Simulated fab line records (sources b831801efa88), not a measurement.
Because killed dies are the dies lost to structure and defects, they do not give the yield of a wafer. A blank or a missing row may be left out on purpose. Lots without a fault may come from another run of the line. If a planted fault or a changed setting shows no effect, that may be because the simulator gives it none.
fab line records + flow sky130 + part 2 of 2: steps 34 to 46 of 46
[record]
- lots = 5
- wafers = 15
- last-day = 49
route steps=708 shown SONOS_ONO@177 GATE_OXIDE@187 POLY_GATE@204 RES_PROTECT@206
lots untouched by any fault: they come from a run of this same line in which no faults occurred
start-h: hours from the record's opening day to when the first of the lot's shown wafers began + wait-h: time in hours since the lot's previous step + " same as the row above + L1.1+2: a row that stands for several wafers + - no value, or no start given + * or withheld: withheld + < > ~ a bound
route shown NAME@n: a module of which the file shows steps, and the number in the route of the first + usual: the fault-free wafers' mean and standard deviation + same: alike in all rows + chamber/n: place in a boat + sites: per-site readings + _std_site: their standard deviation + _edge_site: mean of outer sites minus mean of inner sites + radius-mm: how far each site lies from the wafer's centre + mask NAME#n: copy n + behind: the tool/chamber that last shaped the wafer + hold: cause of the lot's hold/its duration in hours/its outcome + device: the transistor (n, p or np) that didn't switch + end of line: tests run on the same wafers once the route is complete + for a step that has no rows: nothing shown but its recipe + killed: dies that structure and defects cost at the first sort, which is not the same as the wafer's yield + map: per-die view of a wafer (x killed, . not killed, _ where there is no die)
set.NAME: the setting that was run; set.NAME@STEP: the one run at that earlier step + model.NAME: the simulator's own value behind a step, which no gauge read
certain route steps with their lots: each step a table, each wafer a row
services: from which hour (start-h, from the record's first day; less than 0 if before it) a tool's chamber was out of use, for how many hours, and why
[[steps]]
[step SKY_RES_PROTECT_EXPOSE_04]
[recipe]
- mask-id = RPM
- na = 0.6
- source-shape = conventional
- sigma-outer = 0.6
- polarization = unpolarized
- target-cd-nm = 1270
- dose-mj = 131
[usual]
- reticle-temp-C = 23.00/0.1
| lot.wafer | tool             | chamber | start-h | wait-h | mask  | reticle-temp-C |
|-----------|------------------|---------|---------|--------|-------|----------------|
| L076.1    | iline-stepper-01 | 0       | -       | -      | RPM#0 | 22.77          |
| L076.2    | "                | 0       | "       | "      | RPM#0 | 22.88          |
| L076.4    | "                | 0       | "       | "      | RPM#0 | 22.90          |
| L081.1    | iline-stepper-01 | 0       | -       | -      | RPM#0 | 23.03          |
| L081.2    | "                | 0       | "       | "      | RPM#0 | 22.88          |
| L081.5    | "                | 0       | "       | "      | RPM#0 | 22.86          |
| L083.3    | iline-stepper-02 | 0       | -       | -      | RPM#0 | 22.86          |
| L083.5    | "                | 0       | "       | "      | RPM#0 | 22.91          |
| L083.6    | "                | 0       | "       | "      | RPM#0 | 23.01          |
| L090.1    | iline-stepper-02 | 0       | -       | -      | RPM#0 | 22.94          |
| L090.2    | "                | 0       | "       | "      | RPM#0 | 22.95          |
| L090.4    | "                | 0       | "       | "      | RPM#0 | 22.98          |
| L093.1    | iline-stepper-02 | 0       | -       | -      | RPM#0 | 22.91          |
| L093.3    | "                | 0       | "       | "      | RPM#0 | 22.91          |
| L093.5    | "                | 0       | "       | "      | RPM#0 | 22.82          |
[step SKY_RES_PROTECT_PEB_05]
[recipe]
- temp-c = withheld
- time-s = *
- resist = NOVOLAK
| lot.wafer  | tool           | chamber | start-h | wait-h |
|------------|----------------|---------|---------|--------|
| L076.1+2+4 | litho-track-03 | 0       | -       | -      |
| L081.1+2+5 | litho-track-01 | 0       | -       | -      |
| L083.3+5+6 | litho-track-03 | 0       | -       | -      |
| L090.1+2+4 | litho-track-04 | 0       | -       | -      |
| L093.1+3+5 | litho-track-04 | 0       | -       | -      |
[step SKY_RES_PROTECT_DEVELOP_06]
[recipe]
- resist = NOVOLAK
- developer = TMAH
- develop-time-s = 60
- dev-temp-c = 23
[usual]
- developer-temp-C = 22.99/0.11
| lot.wafer | tool           | chamber | start-h | wait-h | developer-temp-C |
|-----------|----------------|---------|---------|--------|------------------|
| L076.1    | litho-track-03 | 0       | 352.74  | 0.1    | 22.94            |
| L076.2    | "              | 0       | "       | "      | 23.01            |
| L076.4    | "              | 0       | "       | "      | 22.81            |
| L081.1    | litho-track-01 | 0       | 403.97  | 0.1    | 23.01            |
| L081.2    | "              | 0       | "       | "      | 23.04            |
| L081.5    | "              | 0       | "       | "      | 22.99            |
| L083.3    | litho-track-03 | 0       | 420.09  | 0.1    | 22.98            |
| L083.5    | "              | 0       | "       | "      | 23.05            |
| L083.6    | "              | 0       | "       | "      | 22.93            |
| L090.1    | litho-track-04 | 0       | 481.21  | 0.1    | 22.89            |
| L090.2    | "              | 0       | "       | "      | 22.98            |
| L090.4    | "              | 0       | "       | "      | 23.01            |
| L093.1    | litho-track-04 | 0       | 503.71  | 0.1    | 23.03            |
| L093.3    | "              | 0       | "       | "      | 22.99            |
| L093.5    | "              | 0       | "       | "      | 22.88            |
[step SKY_POLY_GATE_IMPLANT_02]
[recipe]
- species = P
- energy-kev = 29.54
- dose-cm2 = 7.7e+15
- tilt-deg = 0
| lot.wafer  | tool         | chamber | start-h | wait-h |
|------------|--------------|---------|---------|--------|
| L076.1+2+4 | implanter-02 | 0       | 352.95  | 0.2    |
| L081.1+2+5 | implanter-01 | 0       | 404.12  | 0.1    |
| L083.3+5+6 | implanter-03 | 0       | 420.24  | 0.1    |
| L090.1+2+4 | implanter-03 | 0       | 481.36  | 0.1    |
| L093.1+3+5 | implanter-03 | 0       | 503.86  | 0.1    |
[step SKY_RES_PROTECT_STRIP_07]
[recipe]
- chemistry = O2/N2
- power-w = 1400
- pressure-mtorr = 1500
- platen-temp-c = withheld
- o2-flow-sccm = 3000
- n2-flow-sccm = 300
- overash-fraction = 0.5
[usual]
- drypump-motor-current-A = 5.68/0.23
- oes-product-au = 0.520/0.0044
- strip-time-to-endpoint-s = 23.15/0.035
| lot.wafer | tool            | chamber | start-h | wait-h | drypump-motor-current-A | oes-product-au | rf-hours-counter-h | strip-time-to-endpoint-s |
|-----------|-----------------|---------|---------|--------|-------------------------|----------------|--------------------|--------------------------|
| L076.1    | plasma-asher-03 | 0       | 353.10  | 0.1    | 5.63                    | 0.521          | 48                 | 23.11                    |
| L076.2    | "               | 1       | "       | "      | 5.72                    | 0.518          | 48                 | 23.13                    |
| L076.4    | "               | 0       | "       | "      | 5.64                    | 0.522          | -                  | 23.11                    |
| L081.1    | plasma-asher-03 | 0       | 404.27  | 0.1    | 5.68                    | 0.524          | 53                 | 23.19                    |
| L081.2    | "               | 1       | "       | "      | 5.66                    | 0.520          | 53                 | 23.19                    |
| L081.5    | "               | 0       | "       | "      | 5.72                    | 0.519          | -                  | 23.19                    |
| L083.3    | plasma-asher-03 | 0       | 420.37  | 0.1    | 5.68                    | 0.524          | -                  | 23.17                    |
| L083.5    | "               | 1       | "       | "      | 5.67                    | 0.519          | -                  | 23.12                    |
| L083.6    | "               | 0       | "       | "      | 5.71                    | 0.519          | -                  | 23.13                    |
| L090.1    | plasma-asher-04 | 1       | 481.51  | 0.1    | 5.52                    | 0.524          | 35                 | 23.13                    |
| L090.2    | "               | 0       | "       | "      | 5.82                    | 0.515          | 35                 | 23.14                    |
| L090.4    | "               | 1       | "       | "      | 5.52                    | 0.521          | -                  | 23.16                    |
| L093.1    | plasma-asher-02 | 0       | 504.01  | 0.1    | 5.23                    | 0.512          | 85                 | 23.13                    |
| L093.3    | "               | 1       | "       | "      | 6.14                    | 0.516          | -                  | 23.12                    |
| L093.5    | "               | 0       | "       | "      | 5.21                    | 0.518          | -                  | 23.13                    |
[step SKY_RES_PROTECT_TW_MEAS_08]
[usual]
- POLY_GATE_TW = 4064/37
| lot.wafer | tool          | chamber | start-h | wait-h | POLY_GATE_TW |
|-----------|---------------|---------|---------|--------|--------------|
| L076.1    | film-metro-01 | -       | 353.20  | 0.1    | 4041         |
| L076.2    | "             | -       | "       | "      | 4048         |
| L076.4    | "             | -       | "       | "      | 4061         |
| L081.1    | film-metro-04 | -       | 404.37  | 0.1    | 4139         |
| L081.2    | "             | -       | "       | "      | 4126         |
| L081.5    | "             | -       | "       | "      | 4117         |
| L083.3    | film-metro-03 | -       | 420.46  | 0.1    | 4047         |
| L083.5    | "             | -       | "       | "      | 4033         |
| L083.6    | "             | -       | "       | "      | 4035         |
| L090.1    | film-metro-03 | -       | 481.61  | 0.1    | 4019         |
| L090.2    | "             | -       | "       | "      | 4006         |
| L090.4    | "             | -       | "       | "      | 4013         |
| L093.1    | film-metro-01 | -       | 504.11  | 0.1    | 4071         |
| L093.3    | "             | -       | "       | "      | 4059         |
| L093.5    | "             | -       | "       | "      | 4059         |
[step SKY_RES_PROTECT_CLEAN_09]
[recipe]
- chemistry = SC1/SC2
- mix = 1:4:20
- temp-c = 70
- time-s = 150
- dry = n2-spin
| lot.wafer  | tool         | chamber | start-h | wait-h |
|------------|--------------|---------|---------|--------|
| L076.1+2+4 | wet-bench-04 | 2       | 353.26  | 0.1    |
| L081.1+2+5 | wet-bench-04 | 0       | 404.43  | 0.1    |
| L083.3+5+6 | wet-bench-04 | 0       | 420.50  | 0.0    |
| L090.1+2+4 | wet-bench-02 | 1       | 481.67  | 0.1    |
| L093.1+3+5 | wet-bench-02 | 3       | 504.17  | 0.1    |
[step SKY_POLY_GATE_CVD_03]
[recipe]
- material = Si3N4
- precursor = DCS/NH3
- target-thk-nm = 75
- temp-c = 770
- time-s = 1290
- pressure-mtorr = 250
| lot.wafer  | tool     | chamber | start-h | wait-h |
|------------|----------|---------|---------|--------|
| L076.1+2+4 | lpcvd-02 | 1       | 353.48  | 0.2    |
| L081.1+2+5 | lpcvd-02 | 1       | 405.68  | 1.2    |
| L083.3+5+6 | lpcvd-02 | 0       | 421.18  | 0.6    |
| L090.1+2+4 | lpcvd-02 | 0       | 481.72  | 0.0    |
| L093.1+3+5 | lpcvd-02 | 1       | 505.05  | 0.8    |
[step SKY_POLY_GATE_THK_MEAS_04]
[recipe]
- reads = Si3N4_of_POLY_GATE_CVD_03
[usual]
- POLY_GATE_CVD_03_THK = 75.0/0.96
| lot.wafer | tool          | chamber | start-h | wait-h | POLY_GATE_CVD_03_THK[nm] |
|-----------|---------------|---------|---------|--------|--------------------------|
| L076.1    | film-metro-03 | -       | 354.84  | 0.0    | 77.0                     |
| L076.2    | "             | -       | "       | "      | 78.0                     |
| L076.4    | "             | -       | "       | "      | 76.8                     |
| L081.1    | film-metro-04 | -       | 407.04  | 0.0    | 73.9                     |
| L081.2    | "             | -       | "       | "      | 74.4                     |
| L081.5    | "             | -       | "       | "      | 74.2                     |
| L083.3    | film-metro-04 | -       | 422.56  | 0.0    | 74.2                     |
| L083.5    | "             | -       | "       | "      | 73.8                     |
| L083.6    | "             | -       | "       | "      | 73.6                     |
| L090.1    | film-metro-04 | -       | 483.08  | 0.0    | 74.4                     |
| L090.2    | "             | -       | "       | "      | 74.6                     |
| L090.4    | "             | -       | "       | "      | 74.0                     |
| L093.1    | film-metro-02 | -       | 506.41  | 0.0    | 75.0                     |
| L093.3    | "             | -       | "       | "      | 74.0                     |
| L093.5    | "             | -       | "       | "      | 74.4                     |
[step SKY_POLY_GATE_DEHYDRATE_05]
[recipe]
- temp-c = 200
- time-s = 60
| lot.wafer  | tool           | chamber | start-h | wait-h |
|------------|----------------|---------|---------|--------|
| L076.1+2+4 | litho-track-02 | 0       | 368.62  | 13.8   |
| L081.1+2+5 | litho-track-01 | 0       | 421.77  | 14.7   |
| L083.3+5+6 | litho-track-04 | 0       | 436.51  | 13.9   |
| L090.1+2+4 | litho-track-01 | 0       | 497.97  | 14.9   |
| L093.1+3+5 | litho-track-02 | 0       | 520.67  | 14.3   |
[step SKY_POLY_GATE_HMDS_06]
[recipe]
- prime-time-s = 60
- prime-temp-c = 120
| lot.wafer  | tool           | chamber | start-h | wait-h |
|------------|----------------|---------|---------|--------|
| L076.1+2+4 | litho-track-02 | 0       | 368.77  | 0.1    |
| L081.1+2+5 | litho-track-01 | 0       | 421.92  | 0.1    |
| L083.3+5+6 | litho-track-04 | 0       | 436.66  | 0.1    |
| L090.1+2+4 | litho-track-01 | 0       | 498.12  | 0.1    |
| L093.1+3+5 | litho-track-02 | 0       | 520.82  | 0.1    |
[step SKY_POLY_GATE_COAT_07]
[recipe]
- resist = BARC
- temp-c = withheld
- time-s = withheld
- spin-rpm = 3000
- resist-thk-nm = 110
| lot.wafer  | tool           | chamber | start-h | wait-h |
|------------|----------------|---------|---------|--------|
| L076.1+2+4 | litho-track-02 | 0       | 368.92  | 0.1    |
| L081.1+2+5 | litho-track-01 | 0       | 422.07  | 0.1    |
| L083.3+5+6 | litho-track-04 | 0       | 436.81  | 0.1    |
| L090.1+2+4 | litho-track-01 | 0       | 498.27  | 0.1    |
| L093.1+3+5 | litho-track-02 | 0       | 520.97  | 0.1    |
[step SKY_POLY_GATE_COAT_08]
[recipe]
- resist = KrF-thick
- spin-rpm = 3000
- resist-thk-nm = 450
| lot.wafer  | tool           | chamber | start-h | wait-h |
|------------|----------------|---------|---------|--------|
| L076.1+2+4 | litho-track-02 | 0       | -       | -      |
| L081.1+2+5 | litho-track-01 | 0       | -       | -      |
| L083.3+5+6 | litho-track-04 | 0       | -       | -      |
| L090.1+2+4 | litho-track-01 | 0       | -       | -      |
| L093.1+3+5 | litho-track-02 | 0       | -       | -      |
[[services]]
| tool             | chamber | start-h | hours | kind   |
|------------------|---------|---------|-------|--------|
| iline-stepper-02 | -       | 258.28  | 6.3   | repair |
| furnace-01       | -       | 266.25  | 4.0   | pm     |
| plasma-asher-04  | -       | 271.15  | 2.1   | repair |
| lpcvd-02         | -       | 283.45  | 0.5   | repair |
| furnace-01       | -       | 284.57  | 3.0   | pm     |
| iline-stepper-01 | -       | 288.42  | 1.7   | pm     |
| furnace-01       | -       | 290.33  | 4.2   | pm     |
| furnace-02       | -       | 301.80  | 3.4   | pm     |
| implanter-02     | -       | 302.92  | 2.9   | repair |
| wet-bench-01     | -       | 303.54  | 1.2   | repair |
| iline-stepper-01 | -       | 359.35  | 2.3   | repair |
| lpcvd-01         | -       | 359.58  | 0.5   | repair |
| plasma-asher-03  | -       | 384.59  | 0.4   | repair |
| furnace-01       | -       | 389.57  | 7.8   | repair |
| iline-stepper-02 | -       | 391.87  | 1.7   | pm     |
| wet-bench-02     | -       | 398.83  | 9.2   | repair |
| implanter-02     | -       | 404.48  | 37.0  | pm     |
| furnace-02       | -       | 407.98  | 2.5   | pm     |
| iline-stepper-02 | -       | 413.48  | 3.4   | repair |
| furnace-01       | -       | 433.82  | 2.8   | pm     |
| furnace-01       | -       | 449.71  | 15.0  | pm     |
| plasma-asher-03  | -       | 474.05  | 2.6   | repair |
| wet-bench-02     | -       | 485.04  | 8.6   | repair |
| iline-stepper-01 | -       | 506.66  | 1.7   | pm     |
